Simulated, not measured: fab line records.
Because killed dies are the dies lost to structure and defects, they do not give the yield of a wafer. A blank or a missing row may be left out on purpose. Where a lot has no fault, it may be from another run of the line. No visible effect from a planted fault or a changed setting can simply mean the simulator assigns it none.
The tool behind it: which one?	flow sky130	12 lots, 36 wafers sampled, at 3 steps of a route of 708

== WHAT EACH GAUGE READ, for each wafer ==
SKY_VIA4_THK_MEAS_20: measures by xrf.
lot	measured	on	VIA4_W_THK (nm)
L257	day 43 06:21	film_metro-01	502 509 498
L258	day 43 09:19	film_metro-04	495 497 490
L259	day 43 13:33	film_metro-04	510 508 490
L261	day 44 13:55	film_metro-04	481 482 486
L263	day 45 03:43	film_metro-02	495 503 510
L264	day 45 11:10	film_metro-04	499 496 496
L265	day 45 12:42	film_metro-04	491 502 487
L267	day 46 01:28	film_metro-04	492 501 496
L269	day 46 14:07	film_metro-02	497 496 494
L275	day 47 22:21	film_metro-02	494 494 489
L277	day 48 09:13	film_metro-02	495 511 510
L279	day 48 15:48	film_metro-04	501 489 489

SKY_PASSIVATION_THK_MEAS_01.
lot	measured	on	PASSIVATION_CVD_00_THK (nm)
L257	day 44 06:11	film_metro-03	90.0 91.3 90.7
L258	day 44 10:07	film_metro-02	86.2 88.7 90.4
L259	day 44 12:42	film_metro-02	90.4 86.6 89.3
L261	day 45 13:07	film_metro-04	85.4 88.8 90.0
L263	day 46 02:25	film_metro-03	90.3 90.8 88.2
L264	day 46 09:48	film_metro-02	88.3 89.6 90.4
L265	day 46 10:56	film_metro-03	89.2 91.5 88.8
L267	day 46 22:57	film_metro-03	88.5 89.0 90.1
L269	day 47 11:43	film_metro-03	90.6 88.7 91.6
L275	day 48 18:47	film_metro-02	89.4 90.6 89.8
L277	day 49 05:02	film_metro-03	88.0 90.8 90.4
L279	day 49 11:21	film_metro-02	90.0 87.0 88.4

== WHICH TOOL RAN EACH LOT (tool, then ch and the chambers of the sampled wafers, then the start) ==
lot	SKY_CAP2M_STRIP_14
L257	plasma_asher-04 ch 0,1, day 41 03:16
L258	plasma_asher-02 ch 0,1, day 41 07:52
L259	plasma_asher-02 ch 0,1, day 41 11:14
L261	plasma_asher-02 ch 0,1, day 42 13:13
L263	plasma_asher-03 ch 0,1, day 43 03:02
L264	plasma_asher-04 ch 0,1, day 43 10:31
L265	plasma_asher-02 ch 0,1, day 43 13:46
L267	plasma_asher-04 ch 0,1, day 44 01:53
L269	plasma_asher-04 ch 0,1, day 44 17:14
L275	plasma_asher-03 ch 0,1, day 46 03:02
L277	plasma_asher-02 ch 0,1, day 46 14:29
L279	plasma_asher-04 ch 0,1, day 46 21:45
- SKY_CAP2M_STRIP_14: strips in O2/N2.

== WHAT THE TOOLS THEMSELVES READ (means of the sampled wafers that have a number; where no wafer has one, the mark that the record gives instead) ==
SKY_CAP2M_STRIP_14.
lot	tool	drypump_motor_current_A (A)	oes_product_au (a.u.)	strip_time_to_endpoint_s (s)
L257	plasma_asher-04	5.3	0.713	12.64
L258	plasma_asher-02	5.4	0.710	12.71
L259	plasma_asher-02	5.5	0.712	12.68
L261	plasma_asher-02	5.5	0.708	12.73
L263	plasma_asher-03	5.7	0.716	12.66
L264	plasma_asher-04	5.3	0.708	12.63
L265	plasma_asher-02	5.5	0.710	12.74
L267	plasma_asher-04	5.3	0.716	12.65
L269	plasma_asher-04	5.3	0.711	12.67
L275	plasma_asher-03	5.7	0.713	12.67
L277	plasma_asher-02	5.5	0.715	12.76
L279	plasma_asher-04	5.3	0.710	12.66

== THE ANSWER, worked out from the rows above alone ==
Rule: the lots themselves supply what counts as usual. Put in order of their means at a reading, lots are off if they are a third of the lots or fewer, leave a main group of 4 or more, and stand apart from it by a gap of 3 or more times the standard deviation of the main group's means; of several such gaps the widest counts. Not used: any main group whose means are identical at the precision the tables above print for the reading. Also off: a lot with no number at a reading for which 4 or more lots have one. Any other lot the step has rows for is counted as sound. After the gauges, taken in route order, come the tools' own readings; for these a lot's mean is taken, as printed above. At the first step where some lot is off, the reading lying furthest off is the one used; lots without a number count as furthest.
None of the lots is off at any reading shown; this tells nothing.

== WHAT WAS PUT IN BY THE SIMULATOR ==
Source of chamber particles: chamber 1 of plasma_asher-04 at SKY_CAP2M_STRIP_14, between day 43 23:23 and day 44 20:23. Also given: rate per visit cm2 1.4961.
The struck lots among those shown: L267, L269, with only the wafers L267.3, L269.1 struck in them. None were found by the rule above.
